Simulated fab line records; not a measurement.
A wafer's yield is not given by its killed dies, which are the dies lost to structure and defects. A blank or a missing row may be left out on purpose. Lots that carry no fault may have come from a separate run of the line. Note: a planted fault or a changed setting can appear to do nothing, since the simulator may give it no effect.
Which tool was responsible?    flow sky130    18 wafers from 6 lots sampled at 2 of the route's 708 steps

== WHAT EACH GAUGE READ, for each wafer ==
SKY_VIA3_CD_MEAS_12 targets a cd of 200 nm.
lot   measured      on         cd nm (nm)
L804  day 41 10:02  cd sem-02  199.3 202.0 199.6
L806  day 42 09:58  cd sem-01  198.3 199.2 197.0
L810  day 43 10:11  cd sem-01  199.0 199.6 200.4
L819  day 45 09:37  cd sem-01  197.4 198.8 199.7
L821  day 45 17:44  cd sem-02  200.3 199.3 200.8
L823  day 46 07:50  cd sem-01  202.0 201.6 201.6

== EACH LOT AND THE TOOL THAT RAN IT (in order: tool; ch and the chambers of the sampled wafers; start) ==
lot   SKY_POLY_GATE_CVD_03
L804  lpcvd-02 ch 0, day 17 00:31
L806  lpcvd-02 ch 0, day 18 02:42
L810  lpcvd-02 ch 0, day 19 04:12
L819  lpcvd-02 ch 0, day 21 19:27
L821  lpcvd-02 ch 0, day 22 10:47
L823  lpcvd-02 ch 0, day 22 20:57
- SKY_POLY_GATE_CVD_03: deposits Si3N4 from DCS/NH3, target thk 75 nm, time 1290 s.

== THE ANSWER, worked out from the rows above alone ==
Rule: the lots themselves supply what counts as usual. Put in order of their means at a reading, lots are off if they are a third of the lots or fewer, leave a main group of 4 or more, and stand apart from it by a gap of 3 or more times the standard deviation of the main group's means; of several such gaps the widest counts. Not used: any main group whose means are identical at the precision the tables above print for the reading. A lot without any number at a reading at which 4 lots or more have one is off too. The other lots that the step has rows for count as sound.
Nothing can be told from this: no lot is off at any reading shown.

== WHAT HAD BEEN PUT IN BY THE SIMULATOR ==
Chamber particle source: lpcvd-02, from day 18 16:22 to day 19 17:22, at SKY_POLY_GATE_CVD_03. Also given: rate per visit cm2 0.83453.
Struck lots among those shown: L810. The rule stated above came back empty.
